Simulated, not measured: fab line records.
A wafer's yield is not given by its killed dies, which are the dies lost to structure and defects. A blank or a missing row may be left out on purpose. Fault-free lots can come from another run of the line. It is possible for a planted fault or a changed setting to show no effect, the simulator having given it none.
Lot-split experiment || flow gf180mcu || on a route of 602 steps: 5 lots, 23 wafers read

== ABOUT THE SPLIT ==
At GF_DUAL_GATE_COAT_06 (resist thk 1000 nm), the setting resist-thk-nm was moved away from the recipe's 1000 nm on 7 of the 23 wafers read, by -2.2% to +5.7%. All remaining wafers had this setting at the recipe value.

The split's own step is where the reading is taken.

== THE READING ==
NOVOLAK_of_DUAL_GATE_COAT_06.thk-nm (the simulator's own value, which no gauge read), in nm, at GF_DUAL_GATE_COAT_06 (resist thk 1000 nm). The file gives no usual value for it. The 16 wafers here that ran the recipe average 1003.6 nm, standard deviation 2.6 nm.

{"wafer": "L074.1", "tool, chamber at the split": "litho-track-03, 0", "resist-thk-nm as run, nm": 1052, "against the recipe": "+5.2%", "NOVOLAK_of_DUAL_GATE_COAT_06.thk-nm, nm": 1053, "against lot-mates on the recipe": "+49.3"}
{"wafer": "L074.2", "tool, chamber at the split": "litho-track-03, 0", "resist-thk-nm as run, nm": 1000, "against the recipe": "recipe", "NOVOLAK_of_DUAL_GATE_COAT_06.thk-nm, nm": 1005, "against lot-mates on the recipe": "-"}
{"wafer": "L074.3", "tool, chamber at the split": "litho-track-03, 0", "resist-thk-nm as run, nm": 1000, "against the recipe": "recipe", "NOVOLAK_of_DUAL_GATE_COAT_06.thk-nm, nm": 1004, "against lot-mates on the recipe": "-"}
{"wafer": "L074.4", "tool, chamber at the split": "litho-track-03, 0", "resist-thk-nm as run, nm": 1052, "against the recipe": "+5.2%", "NOVOLAK_of_DUAL_GATE_COAT_06.thk-nm, nm": 1059, "against lot-mates on the recipe": "+55.3"}
{"wafer": "L074.5", "tool, chamber at the split": "litho-track-03, 0", "resist-thk-nm as run, nm": 1000, "against the recipe": "recipe", "NOVOLAK_of_DUAL_GATE_COAT_06.thk-nm, nm": 1002, "against lot-mates on the recipe": "-"}
{"wafer": "L076.2", "tool, chamber at the split": "litho-track-02, 0", "resist-thk-nm as run, nm": 1000, "against the recipe": "recipe", "NOVOLAK_of_DUAL_GATE_COAT_06.thk-nm, nm": 1004, "against lot-mates on the recipe": "-"}
{"wafer": "L076.3", "tool, chamber at the split": "litho-track-02, 0", "resist-thk-nm as run, nm": 1000, "against the recipe": "recipe", "NOVOLAK_of_DUAL_GATE_COAT_06.thk-nm, nm": 1003, "against lot-mates on the recipe": "-"}
{"wafer": "L076.6", "tool, chamber at the split": "litho-track-02, 0", "resist-thk-nm as run, nm": 1000, "against the recipe": "recipe", "NOVOLAK_of_DUAL_GATE_COAT_06.thk-nm, nm": 1003, "against lot-mates on the recipe": "-"}
{"wafer": "L077.1", "tool, chamber at the split": "litho-track-03, 0", "resist-thk-nm as run, nm": 1000, "against the recipe": "recipe", "NOVOLAK_of_DUAL_GATE_COAT_06.thk-nm, nm": 1004, "against lot-mates on the recipe": "-"}
{"wafer": "L077.3", "tool, chamber at the split": "litho-track-03, 0", "resist-thk-nm as run, nm": 1000, "against the recipe": "recipe", "NOVOLAK_of_DUAL_GATE_COAT_06.thk-nm, nm": 1007, "against lot-mates on the recipe": "-"}
{"wafer": "L077.4", "tool, chamber at the split": "litho-track-03, 0", "resist-thk-nm as run, nm": 1000, "against the recipe": "recipe", "NOVOLAK_of_DUAL_GATE_COAT_06.thk-nm, nm": 1009, "against lot-mates on the recipe": "-"}
{"wafer": "L077.5", "tool, chamber at the split": "litho-track-03, 0", "resist-thk-nm as run, nm": 1000, "against the recipe": "recipe", "NOVOLAK_of_DUAL_GATE_COAT_06.thk-nm, nm": 1003, "against lot-mates on the recipe": "-"}
{"wafer": "L077.6", "tool, chamber at the split": "litho-track-03, 0", "resist-thk-nm as run, nm": 1000, "against the recipe": "recipe", "NOVOLAK_of_DUAL_GATE_COAT_06.thk-nm, nm": 1005, "against lot-mates on the recipe": "-"}
{"wafer": "L082.2", "tool, chamber at the split": "litho-track-04, 0", "resist-thk-nm as run, nm": 1057, "against the recipe": "+5.7%", "NOVOLAK_of_DUAL_GATE_COAT_06.thk-nm, nm": 1062, "against lot-mates on the recipe": "+58.0"}
{"wafer": "L082.3", "tool, chamber at the split": "litho-track-04, 0", "resist-thk-nm as run, nm": 1057, "against the recipe": "+5.7%", "NOVOLAK_of_DUAL_GATE_COAT_06.thk-nm, nm": 1059, "against lot-mates on the recipe": "+55.0"}
{"wafer": "L082.4", "tool, chamber at the split": "litho-track-04, 0", "resist-thk-nm as run, nm": 1000, "against the recipe": "recipe", "NOVOLAK_of_DUAL_GATE_COAT_06.thk-nm, nm": 1003, "against lot-mates on the recipe": "-"}
{"wafer": "L082.5", "tool, chamber at the split": "litho-track-04, 0", "resist-thk-nm as run, nm": 1000, "against the recipe": "recipe", "NOVOLAK_of_DUAL_GATE_COAT_06.thk-nm, nm": 1003, "against lot-mates on the recipe": "-"}
{"wafer": "L082.6", "tool, chamber at the split": "litho-track-04, 0", "resist-thk-nm as run, nm": 1000, "against the recipe": "recipe", "NOVOLAK_of_DUAL_GATE_COAT_06.thk-nm, nm": 1006, "against lot-mates on the recipe": "-"}
{"wafer": "L084.1", "tool, chamber at the split": "litho-track-03, 0", "resist-thk-nm as run, nm": 978.4, "against the recipe": "-2.2%", "NOVOLAK_of_DUAL_GATE_COAT_06.thk-nm, nm": 977.4, "against lot-mates on the recipe": -21.0}
{"wafer": "L084.2", "tool, chamber at the split": "litho-track-03, 0", "resist-thk-nm as run, nm": 1000, "against the recipe": "recipe", "NOVOLAK_of_DUAL_GATE_COAT_06.thk-nm, nm": 998.7, "against lot-mates on the recipe": "-"}
{"wafer": "L084.3", "tool, chamber at the split": "litho-track-03, 0", "resist-thk-nm as run, nm": 1000, "against the recipe": "recipe", "NOVOLAK_of_DUAL_GATE_COAT_06.thk-nm, nm": 998.1, "against lot-mates on the recipe": "-"}
{"wafer": "L084.4", "tool, chamber at the split": "litho-track-03, 0", "resist-thk-nm as run, nm": 978.4, "against the recipe": "-2.2%", "NOVOLAK_of_DUAL_GATE_COAT_06.thk-nm, nm": 975.5, "against lot-mates on the recipe": -22.9}
{"wafer": "L084.5", "tool, chamber at the split": "litho-track-03, 0", "resist-thk-nm as run, nm": 978.4, "against the recipe": "-2.2%", "NOVOLAK_of_DUAL_GATE_COAT_06.thk-nm, nm": 976.1, "against lot-mates on the recipe": -22.3}

FIT RESULTS
A straight line over all 23 wafers: NOVOLAK_of_DUAL_GATE_COAT_06.thk-nm changes by +10.4 nm for each +1% of resist-thk-nm; r = +0.99; the points scatter about the line by 3.1 nm.
The same after taking each lot's own level away (the mean of its wafers on the recipe; 23 wafers): +10 nm for each +1%; r = +1.00; scatter 1.7 nm.
That fit puts the effect of the largest move of resist-thk-nm on the reading at 57 nm.
The lots' own levels span 998.40 to 1005.60 nm, that is 2.8 times the standard deviation above.
Hence the lot-to-lot level has little effect on the slope; both slopes agree.
Check: +56.7 nm against its lot-mates is what the line predicts for one of the wafers moved furthest among these (+5.7%) when that wafer is left out of the fit. Against them it came out at +58 nm.

== ADDITIONAL SPLITS CARRIED BY THESE WAFERS ==
Before the reading, these wafers also passed through other splits. Each is held against what the fit with the lots' levels taken away leaves over:
{"other split on the same wafers": "GF_STI_CVD_03 pressure-mtorr", "wafers away from the commonest value": 15, "r with NOVOLAK_of_DUAL_GATE_COAT_06.thk-nm (lot level and that fit taken away)": -0.08}
{"other split on the same wafers": "GF_STI_OXIDATION_21 temp-c", "wafers away from the commonest value": 10, "r with NOVOLAK_of_DUAL_GATE_COAT_06.thk-nm (lot level and that fit taken away)": "+0.01"}
{"other split on the same wafers": "GF_LVPWELL_IMPLANT_08 energy-kev", "wafers away from the commonest value": 9, "r with NOVOLAK_of_DUAL_GATE_COAT_06.thk-nm (lot level and that fit taken away)": -0.13}
{"other split on the same wafers": "GF_MVPSD_COAT_02 resist-thk-nm", "wafers away from the commonest value": 9, "r with NOVOLAK_of_DUAL_GATE_COAT_06.thk-nm (lot level and that fit taken away)": "+0.16"}
{"other split on the same wafers": "GF_MVPSD_STRIP_10 pressure-mtorr", "wafers away from the commonest value": 15, "r with NOVOLAK_of_DUAL_GATE_COAT_06.thk-nm (lot level and that fit taken away)": -0.03}
{"other split on the same wafers": "GF_VT_IMPLANT_DEVELOP_17 dev-temp-c", "wafers away from the commonest value": 10, "r with NOVOLAK_of_DUAL_GATE_COAT_06.thk-nm (lot level and that fit taken away)": "+0.30"}
{"other split on the same wafers": "GF_VT_IMPLANT_IMPLANT_19 dose-cm2", "wafers away from the commonest value": 8, "r with NOVOLAK_of_DUAL_GATE_COAT_06.thk-nm (lot level and that fit taken away)": -0.01}
{"other split on the same wafers": "GF_VT_IMPLANT_IMPLANT_30 energy-kev", "wafers away from the commonest value": 9, "r with NOVOLAK_of_DUAL_GATE_COAT_06.thk-nm (lot level and that fit taken away)": -0.24}
{"other split on the same wafers": "GF_VT_IMPLANT_COAT_35 spin-rpm", "wafers away from the commonest value": 10, "r with NOVOLAK_of_DUAL_GATE_COAT_06.thk-nm (lot level and that fit taken away)": -0.12}

== THE WHOLE CHAIN: every reading that the file lists as answering this split, in the file's order ==
{"step": "GF_DUAL_GATE_COAT_06", "what it does": "resist thk 1000 nm", "reading": "NOVOLAK_of_DUAL_GATE_COAT_06.thk-nm (the simulator's own value, which no gauge read)", "change (the file's fit)": "+10 nm for each +1% of the setting", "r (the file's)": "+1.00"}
{"step": "GF_DUAL_GATE_STRIP_13", "what it does": "strips in O2/N2", "reading": "strip-time-to-endpoint-s", "change (the file's fit)": "withheld for each +1% of the setting", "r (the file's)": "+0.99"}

== FILE'S OWN FIT ==
NOVOLAK_of_DUAL_GATE_COAT_06.thk-nm changes by +10 nm for each +1% of resist-thk-nm, r = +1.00.
